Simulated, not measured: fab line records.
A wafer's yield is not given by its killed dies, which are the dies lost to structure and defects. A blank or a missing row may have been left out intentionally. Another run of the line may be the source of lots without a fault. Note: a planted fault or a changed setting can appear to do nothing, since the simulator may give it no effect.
Check of tool commonality || flow sky130 || Lots sampled 11, wafers sampled 33

## WHAT PROMPTED THE OPENING
3 of 11 lots carry a flag on the reading VT_ADJUST_NCORE_OVL at SKY_VT_ADJUST_NCORE_OVL_MEAS_08. Wafers without a fault read -0.5 nm, standard deviation 1.5.
Rule: a lot is flagged in two cases, either no wafer of it has a number, or all its wafers with numbers fall more than 4 standard deviations from that mean. As for the other lots, they are considered sound.

{"lot": "L237", "measured": "day 8 19:56", "on": "overlay-02", "VT_ADJUST_NCORE_OVL (nm), wafer by wafer": "2.6 1.2 1.3", "flag": ""}
{"lot": "L238", "measured": "day 9 01:15", "on": "overlay-01", "VT_ADJUST_NCORE_OVL (nm), wafer by wafer": "-0.4 0.7 2.3", "flag": ""}
{"lot": "L239", "measured": "day 9 04:49", "on": "overlay-01", "VT_ADJUST_NCORE_OVL (nm), wafer by wafer": "1.3 0.8 0.2", "flag": ""}
{"lot": "L242", "measured": "day 10 07:49", "on": "overlay-02", "VT_ADJUST_NCORE_OVL (nm), wafer by wafer": "0.7 0.2 0.3", "flag": ""}
{"lot": "L243", "measured": "day 10 17:32", "on": "overlay-01", "VT_ADJUST_NCORE_OVL (nm), wafer by wafer": "-3.2 -2.3 -1.6", "flag": ""}
{"lot": "L244", "measured": "day 10 22:58", "on": "overlay-01", "VT_ADJUST_NCORE_OVL (nm), wafer by wafer": "-1.5 -2.7 -2.1", "flag": ""}
{"lot": "L245", "measured": "day 11 05:27", "on": "overlay-01", "VT_ADJUST_NCORE_OVL (nm), wafer by wafer": "132.5 130.5 133.3", "flag": "FLAGGED"}
{"lot": "L246", "measured": "day 11 08:14", "on": "overlay-01", "VT_ADJUST_NCORE_OVL (nm), wafer by wafer": "131.0 132.6 130.5", "flag": "FLAGGED"}
{"lot": "L248", "measured": "day 12 04:39", "on": "overlay-02", "VT_ADJUST_NCORE_OVL (nm), wafer by wafer": "129.3 130.1 128.2", "flag": "FLAGGED"}
{"lot": "L250", "measured": "day 12 18:19", "on": "overlay-02", "VT_ADJUST_NCORE_OVL (nm), wafer by wafer": "-0.4 0.6 0.3", "flag": ""}
{"lot": "L254", "measured": "day 13 22:48", "on": "overlay-02", "VT_ADJUST_NCORE_OVL (nm), wafer by wafer": "0.9 -0.1 -1.7", "flag": ""}
The mean of the flagged lots' numbers is 130.9 nm, +131.4 nm from the usual (+88 standard deviations).

## WHICH TOOL RAN EACH LOT
The record holds 3 process steps before the reading, out of a route of 708 steps. Each cell gives the tool, then ch followed by the chambers the sampled wafers passed through, then the start.
{"lot": "L237", "flag": "", "SKY_NWELL_STRIP_14": "plasma_asher-02 ch 0,1, day 4 20:07", "SKY_NWELL_STRIP_25": "plasma_asher-02 ch 0,1, day 5 13:56", "SKY_VT_ADJUST_NCORE_EXPOSE_04": "iline_stepper-02 ch 0, day 8 10:16"}
{"lot": "L238", "flag": "", "SKY_NWELL_STRIP_14": "plasma_asher-02 ch 0,1, day 4 23:44", "SKY_NWELL_STRIP_25": "plasma_asher-02 ch 0,1, day 5 17:19", "SKY_VT_ADJUST_NCORE_EXPOSE_04": "iline_stepper-02 ch 0, day 8 14:52"}
{"lot": "L239", "flag": "", "SKY_NWELL_STRIP_14": "plasma_asher-04 ch 0,1, day 5 02:33", "SKY_NWELL_STRIP_25": "plasma_asher-01 ch 0,1, day 5 20:19", "SKY_VT_ADJUST_NCORE_EXPOSE_04": "iline_stepper-02 ch 0, day 8 18:16"}
{"lot": "L242", "flag": "", "SKY_NWELL_STRIP_14": "plasma_asher-02 ch 0,1, day 5 23:33", "SKY_NWELL_STRIP_25": "plasma_asher-01 ch 0,1, day 6 18:44", "SKY_VT_ADJUST_NCORE_EXPOSE_04": "iline_stepper-01 ch 0, day 9 21:04"}
{"lot": "L243", "flag": "", "SKY_NWELL_STRIP_14": "plasma_asher-04 ch 0,1, day 6 07:29", "SKY_NWELL_STRIP_25": "plasma_asher-02 ch 0,1, day 7 03:22", "SKY_VT_ADJUST_NCORE_EXPOSE_04": "iline_stepper-01 ch 0, day 10 06:26"}
{"lot": "L244", "flag": "", "SKY_NWELL_STRIP_14": "plasma_asher-02 ch 0,1, day 6 11:59", "SKY_NWELL_STRIP_25": "plasma_asher-01 ch 0, day 7 07:31", "SKY_VT_ADJUST_NCORE_EXPOSE_04": "iline_stepper-02 ch 0, day 10 11:57"}
{"lot": "L245", "flag": "FLAGGED", "SKY_NWELL_STRIP_14": "plasma_asher-04 ch 0,1, day 6 17:56", "SKY_NWELL_STRIP_25": "plasma_asher-01 ch 0,1, day 7 13:43", "SKY_VT_ADJUST_NCORE_EXPOSE_04": "iline_stepper-02 ch 0, day 10 18:20"}
{"lot": "L246", "flag": "FLAGGED", "SKY_NWELL_STRIP_14": "plasma_asher-02 ch 0,1, day 6 20:35", "SKY_NWELL_STRIP_25": "plasma_asher-02 ch 0,1, day 7 16:35", "SKY_VT_ADJUST_NCORE_EXPOSE_04": "iline_stepper-02 ch 0, day 10 20:37"}
{"lot": "L248", "flag": "FLAGGED", "SKY_NWELL_STRIP_14": "plasma_asher-04 ch 1, day 7 13:31", "SKY_NWELL_STRIP_25": "plasma_asher-04 ch 0,1, day 8 09:59", "SKY_VT_ADJUST_NCORE_EXPOSE_04": "iline_stepper-02 ch 0, day 11 16:57"}
{"lot": "L250", "flag": "", "SKY_NWELL_STRIP_14": "plasma_asher-02 ch 0,1, day 8 01:09", "SKY_NWELL_STRIP_25": "plasma_asher-04 ch 0,1, day 8 22:10", "SKY_VT_ADJUST_NCORE_EXPOSE_04": "iline_stepper-01 ch 0, day 12 06:41"}
{"lot": "L254", "flag": "", "SKY_NWELL_STRIP_14": "plasma_asher-01 ch 0,1, day 8 23:08", "SKY_NWELL_STRIP_25": "plasma_asher-02 ch 0, day 9 21:10", "SKY_VT_ADJUST_NCORE_EXPOSE_04": "iline_stepper-01 ch 0, day 13 10:52"}
What these steps do:
- SKY_NWELL_STRIP_14: strips in O2/N2.
- SKY_NWELL_STRIP_25: strips in O2/N2.
- SKY_VT_ADJUST_NCORE_EXPOSE_04: exposes mask LVTN COMPLEMENT THIN, target cd 380 nm.
- SKY_VT_ADJUST_NCORE_OVL_MEAS_08

## FLAGGED AGAINST TOTAL, ONE TOOL AT A TIME (gauges that did the reading follow at the end)
{"step": "SKY_NWELL_STRIP_14", "tool": "plasma_asher-01", "lots run": 1, "flagged": 0, "share of the flagged lots": "none", "sound lots run after its first flagged lot": "-"}
{"step": "SKY_NWELL_STRIP_14", "tool": "plasma_asher-02", "lots run": 6, "flagged": 1, "share of the flagged lots": "some", "sound lots run after its first flagged lot": "1 (L250)"}
{"step": "SKY_NWELL_STRIP_14", "tool": "plasma_asher-04", "lots run": 4, "flagged": 2, "share of the flagged lots": "some", "sound lots run after its first flagged lot": 0}
{"step": "SKY_NWELL_STRIP_25", "tool": "plasma_asher-01", "lots run": 4, "flagged": 1, "share of the flagged lots": "some", "sound lots run after its first flagged lot": 0}
{"step": "SKY_NWELL_STRIP_25", "tool": "plasma_asher-02", "lots run": 5, "flagged": 1, "share of the flagged lots": "some", "sound lots run after its first flagged lot": "1 (L254)"}
{"step": "SKY_NWELL_STRIP_25", "tool": "plasma_asher-04", "lots run": 2, "flagged": 1, "share of the flagged lots": "some", "sound lots run after its first flagged lot": "1 (L250)"}
{"step": "SKY_VT_ADJUST_NCORE_EXPOSE_04", "tool": "iline_stepper-01", "lots run": 4, "flagged": 0, "share of the flagged lots": "none", "sound lots run after its first flagged lot": "-"}
{"step": "SKY_VT_ADJUST_NCORE_EXPOSE_04", "tool": "iline_stepper-02", "lots run": 7, "flagged": 3, "share of the flagged lots": "all", "sound lots run after its first flagged lot": 0}
{"step": "SKY_VT_ADJUST_NCORE_OVL_MEAS_08", "tool": "overlay-01", "lots run": 6, "flagged": 2, "share of the flagged lots": "some", "sound lots run after its first flagged lot": 0}
{"step": "SKY_VT_ADJUST_NCORE_OVL_MEAS_08", "tool": "overlay-02", "lots run": 5, "flagged": 1, "share of the flagged lots": "some", "sound lots run after its first flagged lot": "2 (L250,L254)"}

## WHAT IS ALLOWED BY THE TABLE
1 row of the table ran every flagged lot: iline_stepper-02 at SKY_VT_ADJUST_NCORE_EXPOSE_04.
- iline_stepper-02 at SKY_VT_ADJUST_NCORE_EXPOSE_04 ran 7 lots, 3 of them flagged. Its last sound lot is L244 (day 10 11:57), its first flagged lot L245 (day 10 18:20): a fault that began between those two fits.
One tool is left: iline_stepper-02 at SKY_VT_ADJUST_NCORE_EXPOSE_04.

## WHAT THE SIMULATOR HAD PUT IN
Scanner matching overlay: iline_stepper-02, from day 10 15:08 on, at SKY_VT_ADJUST_NCORE_EXPOSE_04. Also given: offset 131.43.
Shown lots that were struck: L245, L246, L248. Same finding as the rule above.
